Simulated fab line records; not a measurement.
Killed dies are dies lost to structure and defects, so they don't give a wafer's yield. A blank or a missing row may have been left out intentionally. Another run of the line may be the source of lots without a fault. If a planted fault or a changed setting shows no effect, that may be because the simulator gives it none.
fab line records	flow sky130
record: lots: 12	wafers: 36	last_day: 50
route steps=708 shown VIA2@531 METAL4@629 VIA4@659 PAD_OPEN@708
lots untouched by any fault: they come from a run of this same line in which no faults occurred
start_h: start of the lot's first displayed wafer, in hours after the record's first day	wait_h: hours from the lot's prior step to this one	" the same as in the row above	L1.1+2: a single row standing in for several wafers	- no value, or no start given	* or withheld: withheld	< > ~ a bound
route shown NAME@n: a module of which the file shows steps, and the number in the route of the first	usual: mean and standard deviation over wafers with no fault	same: alike in all rows	chamber/n: place in a boat	sites: each site's reading	_std_site: their standard deviation	_edge_site: the outer-site mean with the inner-site mean subtracted	radius_mm: for every site, how far away it sits from the centre of the wafer	mask NAME#n: copy n	behind: the last tool/chamber to shape the wafer	hold: cause of the lot's hold/its duration in hours/its outcome	device: whichever transistor did not switch (one of n, p or np)	end of line: the tests these same wafers got at the end of their route	for a step that has no rows: nothing shown but its recipe	killed: the dies lost at the first sort to structure and to defects; this is not the yield of the wafer	map: a wafer's dies, x killed, . not, _ none there
set.NAME: the run value of the setting; set.NAME@STEP: its run value at that earlier step	model.NAME: the simulator's own value behind a step, which no gauge read
a sample of lots followed through the steps of the route, with each step as a table and each wafer as a row
services: when a tool's chamber went out of use (start_h, in hours from the record's first day, below 0 if earlier), for how many hours, and the reason
== steps ==
step: SKY_VIA2_CMP_24
recipe: stop_on: SiO2	t_overpolish_s: 20	down_force_psi: 3.5	platen_rpm: 60	target_thk_nm: 0	pad_velocity_m_s: 0.94248
usual: motor_current_A: 10.8/1.2	overpolish_run_s: 20.000/0.0091	platen_rpm: 60.00/0.042	time_to_endpoint_s: 102/3.9
lot.wafer	tool	chamber	start_h	wait_h	motor_current_A	overpolish_run_s	platen_rpm	time_to_endpoint_s
L963.3	cmp-02	2	863.51	0.0	10.3	19.998	60.10	101
L963.4	"	3	"	"	9.3	20.005	60.03	102
L963.1	"	1	"	"	10.6	20.004	59.99	108
L964.4	cmp-02	3	865.23	0.1	9.0	20.005	60.03	100
L964.2	"	0	"	"	12.2	19.992	60.01	97
L964.3	"	1	"	"	10.4	20.001	59.95	107
L966.1	cmp-01	3	887.12	0.1	11.5	19.998	60.06	102
L966.6	"	1	"	"	9.5	19.998	60.08	102
L966.5	"	2	"	"	11.0	19.988	59.97	97
L965.2	cmp-02	3	887.92	0.0	9.6	19.983	59.96	102
L965.3	"	0	"	"	11.7	19.987	60.03	104
L965.5	"	0	"	"	11.1	20.002	59.91	101
L968.1	cmp-02	1	895.77	0.1	10.6	20.022	59.95	107
L968.4	"	2	"	"	10.5	20.000	59.96	104
L968.6	"	2	"	"	10.5	20.011	59.92	107
L971.4	cmp-02	2	918.17	0.1	10.0	20.003	60.01	108
L971.6	"	0	"	"	11.3	20.016	59.97	99
L971.5	"	1	"	"	10.7	19.991	60.03	109
L975.1	cmp-02	1	937.85	0.1	10.4	20.002	59.95	105
L975.2	"	2	"	"	10.6	19.995	60.04	104
L975.4	"	3	"	"	9.0	20.012	59.98	105
L976.1	cmp-02	1	940.85	0.1	10.3	20.009	59.91	103
L976.6	"	0	"	"	11.4	19.998	59.97	98
L976.5	"	1	"	"	10.8	19.994	59.94	104
L977.4	cmp-02	1	946.52	0.0	10.1	20.003	59.97	107
L977.1	"	3	"	"	9.6	20.005	60.01	104
L977.5	"	2	"	"	10.4	20.009	59.97	107
L978.1	cmp-01	1	957.59	0.1	9.8	20.009	60.00	105
L978.4	"	2	"	"	11.4	19.999	60.03	103
L978.5	"	1	"	"	9.3	20.010	60.01	104
L981.3	cmp-01	3	986.83	0.1	11.0	19.987	60.01	100
L981.4	"	1	"	"	9.8	19.981	60.06	100
L981.6	"	2	"	"	10.9	20.010	59.96	103
L983.1	cmp-01	1	1001.87	0.1	9.3	20.006	60.05	101
L983.6	"	0	"	"	13.8	19.986	60.00	93
L983.5	"	1	"	"	10.1	20.007	60.05	102
step: SKY_METAL4_CD_MEAS_13
recipe: target_cd_nm: 300
usual: cd_nm: 300.6/1.4
lot.wafer	tool	chamber	start_h	wait_h	cd_nm
L963.1	cd_sem-01	-	991.53	-	299.5
L963.3	"	-	"	"	301.1
L963.4	"	-	"	"	301.0
L964.2	cd_sem-01	-	991.80	-	303.6
L964.3	"	-	"	"	302.5
L964.4	"	-	"	"	302.1
L966.1	cd_sem-01	-	1012.68	-	300.2
L966.5	"	-	"	"	300.8
L966.6	"	-	"	"	300.9
L965.2	cd_sem-02	-	1013.27	-	301.9
L965.3	"	-	"	"	299.7
L965.5	"	-	"	"	300.7
L968.1	cd_sem-01	-	1020.83	-	300.5
L968.4	"	-	"	"	299.9
L968.6	"	-	"	"	300.3
L971.4	cd_sem-01	-	1039.76	-	298.1
L971.5	"	-	"	"	298.7
L971.6	"	-	"	"	299.4
L975.1	cd_sem-01	-	1058.03	-	298.6
L975.2	"	-	"	"	299.3
L975.4	"	-	"	"	299.6
L976.1	cd_sem-01	-	1060.88	-	302.9
L976.5	"	-	"	"	303.5
L976.6	"	-	"	"	303.5
L977.1	cd_sem-01	-	1065.68	-	301.5
L977.4	"	-	"	"	301.9
L977.5	"	-	"	"	303.1
L978.1	cd_sem-02	-	1075.45	-	302.8
L978.4	"	-	"	"	302.7
L978.5	"	-	"	"	300.5
L981.3	cd_sem-02	-	1101.87	-	300.1
L981.4	"	-	"	"	300.0
L981.6	"	-	"	"	301.7
L983.1	cd_sem-01	-	1114.73	-	300.2
L983.5	"	-	"	"	301.2
L983.6	"	-	"	"	299.9
step: SKY_METAL4_METAL_ETCH_18
recipe: target_depth_a: 8450	stop_on: SiO2	over_etch_frac: 0.3	time_s: 183.1	chemistry: Cl2/BCl3	resist_sidewall_deg: 88	pressure_mtorr: 10	icp_w: 900	bias_w: 48.5	Cl2_flow_sccm: 60	bcl3_flow_sccm: 30
usual: drypump_motor_current_A: 5.7/0.36	oes_product_au: 0.863/0.0068	throttle_valve_pct: 22.264/0.008
lot.wafer	tool	chamber	start_h	wait_h	drypump_motor_current_A	oes_product_au	rf_hours_counter_h	throttle_valve_pct
L963.1	rie_metal-04	0	991.84	0.0	5.7	0.851	18	22.264
L963.3	"	0	"	"	5.7	0.861	-	22.263
L963.4	"	1	"	"	5.5	0.861	-	22.248
L964.2	rie_metal-03	1	992.12	0.0	5.9	0.858	8	22.270
L964.3	"	0	"	"	5.7	0.860	-	22.260
L964.4	"	1	"	"	5.9	0.862	-	22.267
L966.1	rie_metal-04	1	1013.03	0.0	5.5	0.860	20	22.262
L966.5	"	1	"	"	5.5	0.862	-	22.251
L966.6	"	0	"	"	5.7	0.853	-	22.256
L965.2	rie_metal-02	0	1013.55	0.0	6.3	0.861	12	22.279
L965.3	"	0	"	"	6.2	0.854	-	22.257
L965.5	"	0	"	"	6.3	0.865	-	22.276
L968.1	rie_metal-02	0	1021.13	0.0	6.2	0.870	12	22.264
L968.4	"	1	"	"	5.3	0.858	-	22.256
L968.6	"	0	"	"	6.3	0.870	-	22.256
L971.4	rie_metal-03	1	1040.19	0.1	5.9	0.859	-	22.274
L971.5	"	0	"	"	5.7	0.864	-	22.267
L971.6	"	1	"	"	5.9	0.849	-	22.266
L975.1	rie_metal-03	0	1058.34	0.0	5.6	0.867	19	22.257
L975.2	"	1	"	"	5.9	0.860	12	22.260
L975.4	"	0	"	"	5.7	0.858	-	22.272
L976.1	rie_metal-04	1	1061.19	0.0	5.6	0.865	1	22.266
L976.5	"	0	"	"	5.7	0.866	-	22.263
L976.6	"	1	"	"	5.6	0.875	-	22.261
L977.1	rie_metal-03	1	1065.98	0.0	5.9	0.865	12	22.271
L977.4	"	1	"	"	5.9	0.862	-	22.268
L977.5	"	1	"	"	5.9	0.861	-	22.268
L978.1	rie_metal-03	0	1075.75	0.0	5.7	0.864	20	22.253
L978.4	"	1	"	"	5.9	0.869	-	22.283
L978.5	"	0	"	"	5.7	0.865	-	22.287
L981.3	rie_metal-02	1	1102.19	0.1	5.3	0.873	-	22.258
L981.4	"	0	"	"	6.3	0.870	-	22.272
L981.6	"	1	"	"	5.3	0.866	-	22.269
L983.1	rie_metal-02	0	1115.04	0.0	6.2	0.859	20	22.255
L983.5	"	1	"	"	5.3	0.861	-	22.270
L983.6	"	0	"	"	6.3	0.862	-	22.263
step: SKY_VIA4_THK_MEAS_20
recipe: thk_meas_gauge: xrf	reads: W_of_VIA4_CVD_18
usual: VIA4_W_THK: 491/12
lot.wafer	tool	chamber	start_h	wait_h	VIA4_W_THK[nm]
L963.1	film_metro-04	-	1017.43	0.1	480
L963.3	"	-	"	"	500
L963.4	"	-	"	"	478
L964.2	film_metro-02	-	1017.66	0.1	488
L964.3	"	-	"	"	484
L964.4	"	-	"	"	480
L966.1	film_metro-04	-	1038.06	0.1	504
L966.5	"	-	"	"	489
L966.6	"	-	"	"	511
L965.2	film_metro-03	-	1038.36	0.1	527
L965.3	"	-	"	"	509
L965.5	"	-	"	"	508
L968.1	film_metro-02	-	1045.76	0.1	493
L968.4	"	-	"	"	494
L968.6	"	-	"	"	494
L971.4	film_metro-02	-	1064.68	0.1	480
L971.5	"	-	"	"	475
L971.6	"	-	"	"	481
L975.1	film_metro-04	-	1081.83	0.1	487
L975.2	"	-	"	"	480
L975.4	"	-	"	"	478
L976.1	film_metro-04	-	1084.68	0.1	494
L976.5	"	-	"	"	492
L976.6	"	-	"	"	476
L977.1	film_metro-04	-	1089.21	0.1	480
L977.4	"	-	"	"	481
L977.5	"	-	"	"	474
L978.1	film_metro-04	-	1098.66	0.1	499
L978.4	"	-	"	"	493
L978.5	"	-	"	"	478
L981.3	film_metro-03	-	1124.91	0.1	514
L981.4	"	-	"	"	507
L981.6	"	-	"	"	502
L983.1	film_metro-02	-	1136.56	0.1	488
L983.5	"	-	"	"	493
L983.6	"	-	"	"	485
step: SKY_PAD_OPEN_PROBE_99
usual: defect_limited_yield: 82.4/1.9	killed_at_M0_to_M3: 43/6.5	killed_at_M4_up: 3.3/2	killed_at_contacts: 24/5.2	killed_at_front_end: 16/4.2	killed_at_other: 0.3/0.6	killed_dies: 87/9.3	killed_on_rim: 18/4.2	killed_open: 47/7.8	killed_short: 39/6.2	sort_bin_3_pad_short: 0.9/0.42	sort_bin_5_function: 10.5/1.4	sort_bin_6_memory: 6.3/0.97	sort_n_pass: 405/9.3	sort_yield_pct: 82.4/1.9
same: gross_dies: 492	killed_at_back_side: 0	sort_bin_4_leakage[%]: 0	sort_bin_8_speed[%]: 0
lot.wafer	tool	chamber	start_h	wait_h	defect_limited_yield[%]	killed_at_M0_to_M3	killed_at_M4_up	killed_at_contacts	killed_at_front_end	killed_at_other	killed_dies	killed_on_rim	killed_open	killed_short	sort_bin_3_pad_short[%]	sort_bin_5_function[%]	sort_bin_6_memory[%]	sort_n_pass	sort_yield_pct[%]
L966.1	prober-02	-	1105.58	0.1	80.9	47	1	26	19	1	94	27	47	46	1.4	10.8	6.9	398	80.9
L966.5	prober-02	-	1105.78	0.2	84.6	39	1	20	16	0	76	14	41	35	0.8	9.6	5.1	416	84.6
L966.6	prober-02	-	1105.83	0.2	81.3	50	3	28	11	0	92	21	41	51	0.8	10.8	7.1	400	81.3
L965.2	prober-01	-	1107.14	0.1	81.9	47	3	23	16	0	89	18	49	40	0.2	11.8	6.1	403	81.9
L965.3	prober-01	-	1107.19	0.2	82.3	46	4	22	15	0	87	19	50	37	0.4	9.3	7.9	405	82.3
L965.5	prober-01	-	1107.29	0.2	84.3	37	6	18	16	0	77	11	41	36	1.0	9.3	5.3	415	84.3
L971.4	prober-02	-	1129.07	0.2	84.8	38	0	19	18	0	75	18	35	40	0.6	9.6	5.1	417	84.8
L971.5	prober-02	-	1129.12	0.2	83.5	51	2	18	10	0	81	18	41	40	0.6	9.6	6.3	411	83.5
L971.6	prober-02	-	1129.17	0.2	82.9	45	3	26	10	0	84	20	43	41	0.2	10.8	6.1	408	82.9
L975.1	prober-01	-	1144.40	0.1	55.9	168	2	23	23	1	217	39	41	38	1.8	30.3	12.0	275	55.9
L975.2	prober-01	-	1144.45	0.1	79.3	46	3	33	20	0	102	18	69	33	0.8	14.0	5.9	390	79.3
L975.4	prober-01	-	1144.55	0.2	80.5	48	1	31	15	1	96	19	51	45	2.0	11.2	6.3	396	80.5
L976.1	prober-01	-	1148.21	0.1	56.9	185	2	14	11	0	212	37	45	21	2.2	25.0	15.9	280	56.9
L976.5	prober-01	-	1148.41	0.2	58.7	168	3	18	14	0	203	37	42	36	2.2	24.4	14.6	289	58.7
L976.6	prober-01	-	1148.46	0.2	80.9	48	2	22	22	0	94	14	55	39	2.0	10.6	6.5	398	80.9
L977.1	prober-02	-	1150.34	0.1	80.3	60	4	19	14	0	97	24	52	45	1.4	11.8	6.5	395	80.3
L977.4	prober-02	-	1150.49	0.2	53.3	187	6	26	11	0	230	47	50	41	3.5	26.8	16.5	262	53.3
L977.5	prober-02	-	1150.54	0.2	79.1	53	5	27	18	0	103	19	62	41	1.2	12.8	6.9	389	79.1
L978.1	prober-01	-	1160.60	0.1	81.1	46	4	25	18	0	93	15	46	47	1.2	11.0	6.7	399	81.1
L978.4	prober-01	-	1160.75	0.2	81.7	43	4	25	18	0	90	16	49	41	1.6	10.6	6.1	402	81.7
L978.5	prober-01	-	1160.80	0.2	82.3	37	4	29	17	0	87	16	52	35	0.8	11.8	5.1	405	82.3
killed by level:class
L966.1 VIA1:geometric_particle:open=14 CONTACT:geometric_particle:short=8 METAL2:geometric_particle:short=8 VIA2:geometric_particle:open=6 FIELD_ISO:geometric_particle:open=5 POLY_GATE:geometric_particle:short=5 LI_CONTACT:geometric_particle:open=5 CONTACT:geometric_particle:open=5
L966.5 VIA1:geometric_particle:open=9 CONTACT:geometric_particle:open=7 LI_CONTACT:geometric_particle:open=6 METAL2:geometric_particle:short=6 POLY_GATE:geometric_particle:open=5 VIA1:geometric_particle:short=5 FIELD_ISO:geometric_particle:open=4 CONTACT:geometric_particle:short=4
L966.6 CONTACT:geometric_particle:open=11 METAL2:geometric_particle:short=9 VIA1:geometric_particle:open=8 CONTACT:geometric_particle:short=7 LI_CONTACT:geometric_particle:short=5 LI_CONTACT:geometric_particle:open=5 VIA2:geometric_particle:short=5 METAL3:geometric_particle:short=5
L965.2 VIA1:geometric_particle:open=17 VIA2:geometric_particle:open=7 LI_CONTACT:geometric_particle:open=7 CONTACT:geometric_particle:short=7 CONTACT:geometric_particle:open=5 POLY_GATE:geometric_particle:short=4 POLY_GATE:geometric_particle:open=4 METAL1:geometric_particle:short=4
L965.3 VIA1:geometric_particle:open=12 VIA1:geometric_particle:short=10 LI_CONTACT:geometric_particle:open=8 CONTACT:geometric_particle:open=8 VIA2:geometric_particle:open=7 FIELD_ISO:geometric_particle:open=6 VIA3:geometric_particle:open=5 METAL2:geometric_particle:short=4
L965.5 VIA1:geometric_particle:open=9 VIA2:geometric_particle:open=7 CONTACT:geometric_particle:open=6 VIA3:geometric_particle:open=6 METAL4:geometric_particle:short=6 CONTACT:geometric_particle:short=5 POLY_GATE:geometric_particle:short=4 POLY_GATE:geometric_particle:open=4
L971.4 VIA1:geometric_particle:open=11 LI_CONTACT:geometric_particle:open=7 FIELD_ISO:geometric_particle:short=6 CONTACT:geometric_particle:short=6 METAL2:geometric_particle:short=6 POLY_GATE:geometric_particle:short=5 FIELD_ISO:geometric_particle:open=4 METAL1:geometric_particle:short=4
L971.5 VIA1:geometric_particle:open=8 METAL2:geometric_particle:short=8 VIA2:geometric_particle:open=8 VIA3:geometric_particle:short=8 CONTACT:geometric_particle:open=7 METAL1:geometric_particle:short=6 LI_CONTACT:geometric_particle:open=5 VIA1:geometric_particle:short=4
L971.6 CONTACT:geometric_particle:open=12 VIA1:geometric_particle:open=9 METAL2:geometric_particle:short=9 METAL1:geometric_particle:short=8 LOCAL_INTERCONNECT:geometric_particle:short=6 VIA3:geometric_particle:open=5 FIELD_ISO:geometric_particle:open=4 LI_CONTACT:geometric_particle:open=4
L975.1 VIA2:unspecified=138 FIELD_ISO:geometric_particle:open=7 VIA1:geometric_particle:open=7 CONTACT:geometric_particle:open=7 VIA2:geometric_particle:open=6 CONTACT:geometric_particle:short=6 VIA3:geometric_particle:open=6 POLY_GATE:geometric_particle:short=5
L975.2 VIA1:geometric_particle:open=16 CONTACT:geometric_particle:open=13 LI_CONTACT:geometric_particle:open=10 POLY_GATE:geometric_particle:open=7 FIELD_ISO:geometric_particle:short=6 VIA3:geometric_particle:open=6 VIA2:geometric_particle:open=6 CONTACT:geometric_particle:short=5
L975.4 VIA1:geometric_particle:open=12 CONTACT:geometric_particle:open=10 LI_CONTACT:geometric_particle:open=9 VIA2:geometric_particle:open=7 CONTACT:geometric_particle:short=6 VIA1:geometric_particle:short=6 METAL2:geometric_particle:short=6 VIA2:geometric_particle:short=5
L976.1 VIA2:unspecified=146 VIA1:geometric_particle:open=13 VIA2:geometric_particle:open=8 FIELD_ISO:geometric_particle:open=6 CONTACT:geometric_particle:open=5 VIA1:geometric_particle:short=5 VIA3:geometric_particle:open=5 METAL1:geometric_particle:short=4
L976.5 VIA2:unspecified=125 VIA1:geometric_particle:open=9 CONTACT:geometric_particle:open=8 VIA2:geometric_particle:open=7 VIA3:geometric_particle:open=6 VIA1:geometric_particle:short=5 FIELD_ISO:geometric_particle:short=4 METAL2:geometric_particle:short=4
L976.6 VIA1:geometric_particle:open=17 LI_CONTACT:geometric_particle:open=8 POLY_GATE:geometric_particle:open=7 CONTACT:geometric_particle:open=6 CONTACT:geometric_particle:short=5 VIA2:geometric_particle:short=5 METAL3:geometric_particle:short=5 FIELD_ISO:geometric_particle:short=4
L977.1 VIA1:geometric_particle:open=20 LOCAL_INTERCONNECT:geometric_particle:short=8 METAL2:geometric_particle:short=8 VIA3:geometric_particle:open=7 METAL1:geometric_particle:short=6 CONTACT:geometric_particle:open=5 VIA2:geometric_particle:open=5 POLY_GATE:geometric_particle:short=4
L977.4 VIA2:unspecified=139 VIA1:geometric_particle:open=11 VIA2:geometric_particle:open=10 LI_CONTACT:geometric_particle:open=7 LOCAL_INTERCONNECT:geometric_particle:short=7 CONTACT:geometric_particle:open=7 METAL4:geometric_particle:short=6 VIA3:geometric_particle:open=5
L977.5 VIA1:geometric_particle:open=11 CONTACT:geometric_particle:open=10 METAL1:geometric_particle:short=10 VIA2:geometric_particle:open=7 VIA3:geometric_particle:open=7 POLY_GATE:geometric_particle:open=6 METAL2:geometric_particle:short=6 FIELD_ISO:geometric_particle:open=5
L978.1 VIA3:geometric_particle:open=11 METAL1:geometric_particle:short=9 VIA1:geometric_particle:open=9 POLY_GATE:geometric_particle:short=7 LI_CONTACT:geometric_particle:open=7 LOCAL_INTERCONNECT:geometric_particle:short=6 CONTACT:geometric_particle:short=6 VIA2:geometric_particle:open=6
L978.4 VIA2:geometric_particle:open=10 VIA1:geometric_particle:open=10 FIELD_ISO:geometric_particle:short=8 CONTACT:geometric_particle:open=8 VIA3:geometric_particle:open=7 CONTACT:geometric_particle:short=6 METAL1:geometric_particle:short=5 METAL2:geometric_particle:short=5
L978.5 CONTACT:geometric_particle:open=13 LI_CONTACT:geometric_particle:open=10 VIA1:geometric_particle:open=9 METAL2:geometric_particle:short=7 FIELD_ISO:geometric_particle:open=6 METAL1:geometric_particle:short=5 VIA3:geometric_particle:open=5 LOCAL_INTERCONNECT:geometric_particle:short=4
== services ==
tool	chamber	start_h	hours	kind
rie_metal-02	-	840.16	0.6	repair
cmp-01	-	841.60	0.8	repair
rie_metal-02	-	869.32	0.7	repair
cmp-02	-	874.48	5.8	pm
rie_metal-02	1	893.90	-	clean
rie_metal-02	1	893.90	25.7	scheduled_down
cmp-02	-	899.95	0.3	repair
cmp-01	-	912.00	4.0	pm
cmp-01	-	929.97	4.2	pm
rie_metal-04	1	952.12	10.9	repair
cmp-02	-	956.80	1.4	repair
rie_metal-04	-	979.42	0.7	repair
rie_metal-04	-	999.97	2.6	repair
cmp-01	-	1006.49	2.0	repair
cmp-01	-	1026.40	0.5	repair
cmp-02	-	1045.22	3.7	repair
cmp-01	-	1071.93	0.6	repair
cmp-01	-	1073.68	0.3	repair
cmp-01	-	1078.25	24.5	repair
cmp-01	-	1084.51	13.4	repair
cmp-02	-	1095.86	4.0	pm
cmp-02	-	1099.86	-	consumable_replace:conditioner
cmp-02	-	1099.86	-	consumable_replace:pad
rie_metal-04	-	1100.75	2.8	pm
== key ==
first_sign: step: SKY_PAD_OPEN_PROBE_99	reading: killed_at_M0_to_M3	direction: up	sigmas: 21	usual: 43	struck: 177
effect: step: SKY_PAD_OPEN_PROBE_99	reading: defect_limited_yield	direction: down	sigmas: 14	usual: 82.4	struck: 56.2
met_at SKY_VIA2_CMP_24
struck_lots L975,L976,L977
struck_wafers L975.1,L976.1,L976.5,L977.4
not_acting_at SKY_METAL4_CD_MEAS_13,SKY_METAL4_METAL_ETCH_18,SKY_VIA4_THK_MEAS_20
onset_between 918.17 937.85
fault: kind: chamber_particle_source	tool: cmp-02	chamber: 1	onset_h: 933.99	steps: SKY_VIA2_CMP_24	rate_per_visit_cm2: 0.65808	end_h: 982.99
